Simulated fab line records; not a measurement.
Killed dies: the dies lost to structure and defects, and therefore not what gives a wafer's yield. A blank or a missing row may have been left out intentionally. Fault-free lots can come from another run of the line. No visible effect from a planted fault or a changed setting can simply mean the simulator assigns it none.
Which of the tools did it? || flow sky130 || Sampling: 14 lots, 42 wafers, 4 of 708 route steps

WHAT THE GAUGES SHOWED, per wafer
SKY_NWELL_THK_MEAS_02. Usual: NWELL_OXIDATION_THK typically reads 9.99 nm, with standard deviation 0.17.
{"lot": "L606", "measured": "day 3 00:55", "on": "film-metro-02", "NWELL_OXIDATION_THK (nm)": "10.26 10.13 10.20", "flag": ""}
{"lot": "L607", "measured": "day 3 05:10", "on": "film-metro-04", "NWELL_OXIDATION_THK (nm)": "10.28 10.23 9.98", "flag": ""}
{"lot": "L609", "measured": "day 3 15:02", "on": "film-metro-01", "NWELL_OXIDATION_THK (nm)": "10.16 10.21 9.93", "flag": ""}
{"lot": "L610", "measured": "day 3 18:29", "on": "film-metro-04", "NWELL_OXIDATION_THK (nm)": "10.07 10.12 10.13", "flag": ""}
{"lot": "L612", "measured": "day 4 07:37", "on": "film-metro-01", "NWELL_OXIDATION_THK (nm)": "10.18 10.07 10.23", "flag": ""}
{"lot": "L613", "measured": "day 4 13:58", "on": "film-metro-04", "NWELL_OXIDATION_THK (nm)": "10.14 10.14 10.16", "flag": ""}
{"lot": "L614", "measured": "day 4 19:53", "on": "film-metro-02", "NWELL_OXIDATION_THK (nm)": "10.00 10.09 9.93", "flag": ""}
{"lot": "L615", "measured": "day 4 22:39", "on": "film-metro-01", "NWELL_OXIDATION_THK (nm)": "9.87 9.72 9.86", "flag": ""}
{"lot": "L616", "measured": "day 5 01:28", "on": "film-metro-01", "NWELL_OXIDATION_THK (nm)": "9.79 9.79 9.86", "flag": ""}
{"lot": "L617", "measured": "day 5 07:13", "on": "film-metro-04", "NWELL_OXIDATION_THK (nm)": "10.16 10.05 10.16", "flag": ""}
{"lot": "L621", "measured": "day 6 03:48", "on": "film-metro-02", "NWELL_OXIDATION_THK (nm)": "9.78 9.91 9.98", "flag": ""}
{"lot": "L625", "measured": "day 7 02:50", "on": "film-metro-01", "NWELL_OXIDATION_THK (nm)": "9.99 9.69 9.89", "flag": ""}
{"lot": "L626", "measured": "day 7 12:22", "on": "film-metro-04", "NWELL_OXIDATION_THK (nm)": "10.21 9.96 10.07", "flag": ""}
{"lot": "L627", "measured": "day 7 15:14", "on": "film-metro-04", "NWELL_OXIDATION_THK (nm)": "10.07 9.87 9.99", "flag": ""}

SKY_PWDE_OVL_MEAS_07. Usual: PWDE_OVL typically reads 0.7 nm, with standard deviation 1.5.
{"lot": "L606", "measured": "day 4 10:50", "on": "overlay-02", "PWDE_OVL (nm)": "0.9 1.6 0.5", "flag": ""}
{"lot": "L607", "measured": "day 4 14:41", "on": "overlay-01", "PWDE_OVL (nm)": "-3.3 -3.4 -3.6", "flag": ""}
{"lot": "L609", "measured": "day 5 00:11", "on": "overlay-02", "PWDE_OVL (nm)": "3.6 3.6 4.2", "flag": ""}
{"lot": "L610", "measured": "day 5 05:09", "on": "overlay-02", "PWDE_OVL (nm)": "-0.5 0.3 -1.3", "flag": ""}
{"lot": "L612", "measured": "day 5 19:02", "on": "overlay-01", "PWDE_OVL (nm)": "-0.3 0.5 -0.8", "flag": ""}
{"lot": "L613", "measured": "day 6 02:33", "on": "overlay-01", "PWDE_OVL (nm)": "1.0 2.6 1.6", "flag": ""}
{"lot": "L614", "measured": "day 6 08:10", "on": "overlay-01", "PWDE_OVL (nm)": "1.9 1.7 3.7", "flag": ""}
{"lot": "L615", "measured": "day 6 10:57", "on": "overlay-01", "PWDE_OVL (nm)": "-0.2 0.9 -1.5", "flag": ""}
{"lot": "L616", "measured": "day 6 15:18", "on": "overlay-01", "PWDE_OVL (nm)": "3.4 0.7 2.7", "flag": ""}
{"lot": "L617", "measured": "day 6 20:54", "on": "overlay-02", "PWDE_OVL (nm)": "1.9 -0.1 0.7", "flag": ""}
{"lot": "L621", "measured": "day 7 19:17", "on": "overlay-01", "PWDE_OVL (nm)": "0.2 1.8 0.6", "flag": ""}
{"lot": "L625", "measured": "day 8 19:08", "on": "overlay-01", "PWDE_OVL (nm)": "-0.4 0.1 -1.8", "flag": ""}
{"lot": "L626", "measured": "day 9 05:45", "on": "overlay-01", "PWDE_OVL (nm)": "0.5 1.0 0.7", "flag": ""}
{"lot": "L627", "measured": "day 9 09:11", "on": "overlay-02", "PWDE_OVL (nm)": "-0.4 1.4 1.2", "flag": ""}

SKY_LDD_P_TW_MEAS_11. Usual: LDD_P_TW typically reads 639, with standard deviation 4.8.
{"lot": "L606", "measured": "day 19 23:32", "on": "film-metro-02", "LDD_P_TW": "634 636 638", "flag": ""}
{"lot": "L607", "measured": "day 20 08:48", "on": "film-metro-04", "LDD_P_TW": "639 635 637", "flag": ""}
{"lot": "L609", "measured": "day 20 20:41", "on": "film-metro-04", "LDD_P_TW": "639 642 638", "flag": ""}
{"lot": "L610", "measured": "day 21 05:12", "on": "film-metro-04", "LDD_P_TW": "644 642 643", "flag": ""}
{"lot": "L612", "measured": "day 22 13:15", "on": "film-metro-04", "LDD_P_TW": "644 646 646", "flag": ""}
{"lot": "L613", "measured": "day 22 16:52", "on": "film-metro-04", "LDD_P_TW": "646 649 646", "flag": ""}
{"lot": "L614", "measured": "day 23 04:10", "on": "film-metro-01", "LDD_P_TW": "638 640 640", "flag": ""}
{"lot": "L615", "measured": "day 23 01:25", "on": "film-metro-01", "LDD_P_TW": "637 641 640", "flag": ""}
{"lot": "L616", "measured": "day 23 10:40", "on": "film-metro-04", "LDD_P_TW": "595 595 591 597 591 589", "flag": "OFF"}
{"lot": "L617", "measured": "day 23 18:16", "on": "film-metro-02", "LDD_P_TW": "585 584 582 585 583 580", "flag": "OFF"}
{"lot": "L621", "measured": "day 25 06:20", "on": "film-metro-01", "LDD_P_TW": "638 637 636", "flag": ""}
{"lot": "L625", "measured": "day 26 13:25", "on": "film-metro-04", "LDD_P_TW": "646 647 644", "flag": ""}
{"lot": "L626", "measured": "day 27 04:39", "on": "film-metro-01", "LDD_P_TW": "638 637 635", "flag": ""}
{"lot": "L627", "measured": "day 27 09:41", "on": "film-metro-01", "LDD_P_TW": "638 638 636", "flag": ""}

EACH LOT AND THE TOOL THAT RAN IT (in order: tool; ch and the chambers of the sampled wafers; start)
{"lot": "L606", "SKY_LDD_P_IMPLANT_09": "implanter-01 ch 0, day 19 23:17"}
{"lot": "L607", "SKY_LDD_P_IMPLANT_09": "implanter-04 ch 0, day 20 08:34"}
{"lot": "L609", "SKY_LDD_P_IMPLANT_09": "implanter-04 ch 0, day 20 20:26"}
{"lot": "L610", "SKY_LDD_P_IMPLANT_09": "implanter-01 ch 0, day 21 04:59"}
{"lot": "L612", "SKY_LDD_P_IMPLANT_09": "implanter-02 ch 0, day 22 13:01"}
{"lot": "L613", "SKY_LDD_P_IMPLANT_09": "implanter-02 ch 0, day 22 16:38"}
{"lot": "L614", "SKY_LDD_P_IMPLANT_09": "implanter-04 ch 0, day 23 03:56"}
{"lot": "L615", "SKY_LDD_P_IMPLANT_09": "implanter-04 ch 0, day 23 01:11"}
{"lot": "L616", "SKY_LDD_P_IMPLANT_09": "implanter-04 ch 0, day 23 10:28"}
{"lot": "L617", "SKY_LDD_P_IMPLANT_09": "implanter-04 ch 0, day 23 18:02"}
{"lot": "L621", "SKY_LDD_P_IMPLANT_09": "implanter-02 ch 0, day 25 06:05"}
{"lot": "L625", "SKY_LDD_P_IMPLANT_09": "implanter-04 ch 0, day 26 13:11"}
{"lot": "L626", "SKY_LDD_P_IMPLANT_09": "implanter-01 ch 0, day 27 04:25"}
{"lot": "L627", "SKY_LDD_P_IMPLANT_09": "implanter-01 ch 0, day 27 09:26"}
- SKY_LDD_P_IMPLANT_09

AS READ BY THE TOOLS THEMSELVES (means over the sampled wafers that have a number; for cases with no such wafer, the mark the record gives instead)
SKY_LDD_P_IMPLANT_09. Usual: beam-energy-keV 25.000, standard deviation 0.0072; beam-on-s 10.00 s, standard deviation 0.21; faraday-current-uA 56.4, standard deviation 1.1.
{"lot": "L606", "tool": "implanter-01", "beam-energy-keV": 25.000, "beam-on-s (s)": 10.11, "faraday-current-uA": 56.0, "flag": ""}
{"lot": "L607", "tool": "implanter-04", "beam-energy-keV": 25.003, "beam-on-s (s)": 10.15, "faraday-current-uA": 55.6, "flag": ""}
{"lot": "L609", "tool": "implanter-04", "beam-energy-keV": 24.995, "beam-on-s (s)": 10.00, "faraday-current-uA": 56.5, "flag": ""}
{"lot": "L610", "tool": "implanter-01", "beam-energy-keV": 25.010, "beam-on-s (s)": 9.99, "faraday-current-uA": 56.6, "flag": ""}
{"lot": "L612", "tool": "implanter-02", "beam-energy-keV": 25.003, "beam-on-s (s)": 10.09, "faraday-current-uA": 55.9, "flag": ""}
{"lot": "L613", "tool": "implanter-02", "beam-energy-keV": 24.992, "beam-on-s (s)": 9.93, "faraday-current-uA": 56.8, "flag": ""}
{"lot": "L614", "tool": "implanter-04", "beam-energy-keV": 24.992, "beam-on-s (s)": 9.95, "faraday-current-uA": 56.6, "flag": ""}
{"lot": "L615", "tool": "implanter-04", "beam-energy-keV": 25.002, "beam-on-s (s)": 9.84, "faraday-current-uA": 57.4, "flag": ""}
{"lot": "L616", "tool": "implanter-04", "beam-energy-keV": 25.007, "beam-on-s (s)": 7.99, "faraday-current-uA": 70.5, "flag": "OFF"}
{"lot": "L617", "tool": "implanter-04", "beam-energy-keV": 24.993, "beam-on-s (s)": 7.96, "faraday-current-uA": 70.9, "flag": "OFF"}
{"lot": "L621", "tool": "implanter-02", "beam-energy-keV": 25.006, "beam-on-s (s)": 10.05, "faraday-current-uA": 56.0, "flag": ""}
{"lot": "L625", "tool": "implanter-04", "beam-energy-keV": 24.994, "beam-on-s (s)": 9.90, "faraday-current-uA": 56.9, "flag": ""}
{"lot": "L626", "tool": "implanter-01", "beam-energy-keV": 24.996, "beam-on-s (s)": 9.97, "faraday-current-uA": 56.5, "flag": ""}
{"lot": "L627", "tool": "implanter-01", "beam-energy-keV": 24.994, "beam-on-s (s)": 10.05, "faraday-current-uA": 56.0, "flag": ""}

THE ANSWER, worked out from the rows above alone
Rule: a lot is off if the mean of its wafers that have a number lies more than 3 standard deviations from the usual mean. A lot without any number at a reading at which 4 lots or more have one is off too. Any other lot the step has rows for is counted as sound. After the gauges, taken in route order, come the tools' own readings; for these a lot's mean is taken, as printed above. At the first step where some lot is off, the reading lying furthest off is the one used; lots without a number count as furthest.
Off: L616, L617, seen at SKY_LDD_P_TW_MEAS_11 (LDD_P_TW).
If a tool, at a process step before that reading, ran all the lots that are off and no sound lot after the first of them, it fits. Not tried: the gauges at SKY_LDD_P_TW_MEAS_11; whatever is off there is also off at SKY_LDD_P_IMPLANT_09, on other tools, and gauge error can't account for it. Of those tried, none fits.

WHAT HAD BEEN PUT IN BY THE SIMULATOR
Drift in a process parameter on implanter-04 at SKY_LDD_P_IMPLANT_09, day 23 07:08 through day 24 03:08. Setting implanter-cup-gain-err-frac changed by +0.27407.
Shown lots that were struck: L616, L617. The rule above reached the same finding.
